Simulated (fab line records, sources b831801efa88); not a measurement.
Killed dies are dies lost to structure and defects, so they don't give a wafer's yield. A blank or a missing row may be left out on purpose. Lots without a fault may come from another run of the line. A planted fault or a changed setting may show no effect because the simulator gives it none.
Which tool did it? | flow sky130 | 11 lots, 33 wafers sampled, at 6 steps of a route of 708

WHAT THE GAUGES READ, wafer by wafer
The record holds no reading of a measuring or inspecting step that can be judged against a usual standard deviation.

WHICH TOOL RAN EACH LOT (tool, then ch and the chambers of the sampled wafers, then the start)
lot  | SKY_CONTACT_CVD_24            | SKY_METAL1_SPUTTER_04        | SKY_METAL1_DESCUM_17              | SKY_METAL1_METAL_ETCH_19          | SKY_METAL1_STRIP_20                  | SKY_PAD_OPEN_PROBE_99
L683 | cvd_w-01 ch 0,1, day 32 19:41 | pvd_sputter-02, day 32 20:22 | rie_metal-01 ch 0,1, day 33 22:29 | rie_metal-01 ch 0,1, day 33 22:35 | plasma_asher-03 ch 0,1, day 33 22:41 | -
L685 | cvd_w-02 ch 0,1, day 32 21:23 | pvd_sputter-02, day 32 22:13 | rie_metal-04 ch 0,1, day 34 00:18 | rie_metal-04 ch 0,1, day 34 00:25 | plasma_asher-01 ch 0,1, day 34 00:31 | -
L684 | cvd_w-01 ch 0,1, day 32 21:42 | pvd_sputter-01, day 32 22:23 | rie_metal-01 ch 0,1, day 34 00:38 | rie_metal-01 ch 0,1, day 34 00:44 | plasma_asher-04 ch 0,1, day 34 00:50 | -
L690 | cvd_w-02 ch 0, day 34 05:11   | pvd_sputter-01, day 34 06:01 | rie_metal-03 ch 0,1, day 35 08:02 | rie_metal-03 ch 0,1, day 35 08:08 | plasma_asher-04 ch 0,1, day 35 08:13 | -
L691 | cvd_w-01 ch 0,1, day 34 07:13 | pvd_sputter-02, day 34 07:54 | rie_metal-04 ch 0,1, day 35 10:14 | rie_metal-04 ch 0,1, day 35 10:20 | plasma_asher-03 ch 0,1, day 35 10:26 | -
L692 | cvd_w-02 ch 0,1, day 34 14:16 | pvd_sputter-03, day 34 14:55 | rie_metal-01 ch 0,1, day 35 16:18 | rie_metal-01 ch 0,1, day 35 16:25 | plasma_asher-01 ch 0,1, day 35 16:31 | -
L701 | cvd_w-01 ch 0,1, day 39 07:22 | pvd_sputter-02, day 39 08:03 | rie_metal-04 ch 0,1, day 40 08:32 | rie_metal-04 ch 0,1, day 40 08:38 | plasma_asher-03 ch 0,1, day 40 08:43 | prober-02, day 51 12:37
L693 | cvd_w-01 ch 0,1, day 39 07:45 | pvd_sputter-02, day 39 08:26 | rie_metal-03 ch 0,1, day 40 09:50 | rie_metal-03 ch 0,1, day 40 09:56 | plasma_asher-01 ch 0, day 40 10:01   | -
L699 | cvd_w-01 ch 0,1, day 39 08:26 | pvd_sputter-03, day 39 09:06 | rie_metal-01 ch 0,1, day 40 10:33 | rie_metal-01 ch 0,1, day 40 10:40 | plasma_asher-01 ch 0,1, day 40 10:46 | prober-01, day 51 14:01
L702 | cvd_w-01 ch 0,1, day 39 10:33 | pvd_sputter-01, day 39 11:18 | rie_metal-04 ch 0,1, day 40 12:05 | rie_metal-04 ch 0,1, day 40 12:11 | plasma_asher-01 ch 1, day 40 12:17   | -
L704 | cvd_w-01 ch 0,1, day 39 11:54 | pvd_sputter-01, day 39 12:39 | rie_metal-03 ch 0,1, day 40 13:17 | rie_metal-03 ch 0,1, day 40 13:23 | plasma_asher-03 ch 0,1, day 40 13:28 | -
- SKY_CONTACT_CVD_24: deposits W, target thk 340 nm, time 102.12 s.
- SKY_METAL1_SPUTTER_04: material TiN, target thk 70 nm, time 58.3 s.
- SKY_METAL1_DESCUM_17: chemistry O2, time 8 s.
- SKY_METAL1_METAL_ETCH_19: etches the open film in Cl2/BCl3, stops on SiO2, target depth 360 nm, time 78 s.
- SKY_METAL1_STRIP_20: strips in O2/N2.
- SKY_PAD_OPEN_PROBE_99

WHAT THE TOOLS THEMSELVES READ (means of the sampled wafers that have a number; where no wafer has one, the mark that the record gives instead)
SKY_CONTACT_CVD_24. Usual: heater_power_outer_w 494 W, standard deviation 73; heater_power_w 827 W, standard deviation 76.
lot  | tool     | heater_power_outer_w (W) | heater_power_w (W) | flag
L683 | cvd_w-01 | 527                      | 858                |
L685 | cvd_w-02 | 503                      | 826                |
L684 | cvd_w-01 | 488                      | 834                |
L690 | cvd_w-02 | 440                      | 748                |
L691 | cvd_w-01 | 492                      | 823                |
L692 | cvd_w-02 | 468                      | 790                |
L701 | cvd_w-01 | 466                      | 794                |
L693 | cvd_w-01 | 533                      | 866                |
L699 | cvd_w-01 | 467                      | 806                |
L702 | cvd_w-01 | 463                      | 805                |
L704 | cvd_w-01 | 538                      | 870                |

SKY_METAL1_SPUTTER_04. Usual: throttle_valve_pct 30.0 %, standard deviation 1.
lot  | tool           | throttle_valve_pct (%) | flag
L683 | pvd_sputter-02 | 30.3                   |
L685 | pvd_sputter-02 | 30.1                   |
L684 | pvd_sputter-01 | 29.7                   |
L690 | pvd_sputter-01 | 30.2                   |
L691 | pvd_sputter-02 | 30.7                   |
L692 | pvd_sputter-03 | 29.2                   |
L701 | pvd_sputter-02 | 30.1                   |
L693 | pvd_sputter-02 | 30.1                   |
L699 | pvd_sputter-03 | 29.8                   |
L702 | pvd_sputter-01 | 29.9                   |
L704 | pvd_sputter-01 | 29.6                   |

SKY_METAL1_DESCUM_17. Usual: drypump_motor_current_A 5.8 A, standard deviation 0.55; oes_product_au 0.995 a.u., standard deviation 0.011.
lot  | tool         | drypump_motor_current_A (A) | oes_product_au (a.u.) | flag
L683 | rie_metal-01 | 6.1                         | 0.999                 |
L685 | rie_metal-04 | 5.6                         | 0.999                 |
L684 | rie_metal-01 | 5.9                         | 0.996                 |
L690 | rie_metal-03 | 5.9                         | 0.985                 |
L691 | rie_metal-04 | 5.6                         | 1.004                 |
L692 | rie_metal-01 | 6.1                         | 1.003                 |
L701 | rie_metal-04 | 5.7                         | 0.997                 |
L693 | rie_metal-03 | 5.9                         | 0.997                 |
L699 | rie_metal-01 | 5.9                         | 1.008                 |
L702 | rie_metal-04 | 5.7                         | 0.991                 |
L704 | rie_metal-03 | 6.0                         | 0.982                 |

SKY_METAL1_METAL_ETCH_19. Usual: drypump_motor_current_A 5.8 A, standard deviation 0.55; oes_product_au 0.853 a.u., standard deviation 0.0056; throttle_valve_pct 22.264 %, standard deviation 0.0092.
lot  | tool         | drypump_motor_current_A (A) | oes_product_au (a.u.) | throttle_valve_pct (%) | flag
L683 | rie_metal-01 | 6.1                         | 0.854                 | 22.271                 |
L685 | rie_metal-04 | 5.7                         | 0.851                 | 22.260                 |
L684 | rie_metal-01 | 5.9                         | 0.853                 | 22.267                 |
L690 | rie_metal-03 | 5.9                         | 0.855                 | 22.267                 |
L691 | rie_metal-04 | 5.6                         | 0.851                 | 22.261                 |
L692 | rie_metal-01 | 6.1                         | 0.850                 | 22.270                 |
L701 | rie_metal-04 | 5.6                         | 0.852                 | 22.268                 |
L693 | rie_metal-03 | 5.9                         | 0.849                 | 22.264                 |
L699 | rie_metal-01 | 6.0                         | 0.850                 | 22.273                 |
L702 | rie_metal-04 | 5.7                         | 0.854                 | 22.259                 |
L704 | rie_metal-03 | 6.0                         | 0.855                 | 22.259                 |

SKY_METAL1_STRIP_20. Usual: drypump_motor_current_A 5.6 A, standard deviation 0.39; oes_product_au 0.344 a.u., standard deviation 0.0053; strip_time_to_endpoint_s 2.72 s, standard deviation 0.044.
lot  | tool            | drypump_motor_current_A (A) | oes_product_au (a.u.) | strip_time_to_endpoint_s (s) | flag
L683 | plasma_asher-03 | 5.8                         | 0.345                 | 2.72                         |
L685 | plasma_asher-01 | 5.5                         | 0.342                 | 2.71                         |
L684 | plasma_asher-04 | 5.6                         | 0.341                 | 2.69                         |
L690 | plasma_asher-04 | 5.7                         | 0.351                 | 2.75                         |
L691 | plasma_asher-03 | 5.8                         | 0.346                 | 2.70                         |
L692 | plasma_asher-01 | 5.6                         | 0.343                 | 2.71                         |
L701 | plasma_asher-03 | 5.6                         | 0.326                 | 2.17                         | OFF
L693 | plasma_asher-01 | 4.7                         | 0.341                 | 2.68                         |
L699 | plasma_asher-01 | 5.1                         | 0.343                 | 2.68                         |
L702 | plasma_asher-01 | 5.9                         | 0.317                 | 2.13                         | OFF
L704 | plasma_asher-03 | 5.6                         | 0.344                 | 2.74                         |

SKY_PAD_OPEN_PROBE_99. Usual: defect_limited_yield 82.5 %, standard deviation 2; killed_at_M0_to_M3 42, standard deviation 7.3; killed_at_M4_up 3.4, standard deviation 2; killed_at_contacts 24, standard deviation 5.6; killed_at_front_end 16, standard deviation 4.5; killed_at_other 0.2, standard deviation 0.51; killed_dies 86, standard deviation 9.8; killed_open 46, standard deviation 7; killed_short 40, standard deviation 6.7; sort_bin_3_pad_short 0.9 %, standard deviation 0.42; sort_bin_5_function 10.3 %, standard deviation 1.5; sort_bin_6_memory 6.3 %, standard deviation 1.3; sort_n_pass 406, standard deviation 9.8; sort_yield_pct 82.5 %, standard deviation 2.
lot  | tool      | defect_limited_yield (%) | killed_at_M0_to_M3 | killed_at_M4_up | killed_at_contacts | killed_at_front_end | killed_at_other | killed_dies | killed_open | killed_short | sort_bin_3_pad_short (%) | sort_bin_5_function (%) | sort_bin_6_memory (%) | sort_n_pass | sort_yield_pct (%) | flag
L701 | prober-02 | 82.5                     | 41                 | 5.0             | 20                 | 20                  | 0.0             | 86          | 42          | 43           | 0.6                      | 10.4                    | 6.5                   | 406         | 82.5               |
L699 | prober-01 | 83.7                     | 39                 | 5.5             | 24                 | 12                  | 0.0             | 80          | 36          | 44           | 0.5                      | 10.0                    | 5.8                   | 412         | 83.7               |

THE ANSWER, worked out from the rows above alone
Rule: a lot is off if the mean of its wafers that have a number lies more than 3 standard deviations from the usual mean. A lot without any number at a reading at which 4 lots or more have one is off too. The other lots that the step has rows for count as sound. The gauges are gone through in route order, then the tools' own readings, and for those a lot's mean is taken as printed above. The first step at which some lot is off is used, and at that step the reading that is off furthest; a lot without a number counts as furthest.
Off: L701, L702, at SKY_METAL1_STRIP_20 (strip_time_to_endpoint_s).
A tool fits if, at that step or a process step before it, it ran every lot that is off, and no sound lot after the first of them. One fits: rie_metal-04 at SKY_METAL1_DESCUM_17 and SKY_METAL1_METAL_ETCH_19. At SKY_METAL1_DESCUM_17 its last sound lot is L691 (day 35 10:14), its first lot that is off L701 (day 40 08:32): a fault that began between those two fits.

WHAT THE SIMULATOR HAD PUT IN
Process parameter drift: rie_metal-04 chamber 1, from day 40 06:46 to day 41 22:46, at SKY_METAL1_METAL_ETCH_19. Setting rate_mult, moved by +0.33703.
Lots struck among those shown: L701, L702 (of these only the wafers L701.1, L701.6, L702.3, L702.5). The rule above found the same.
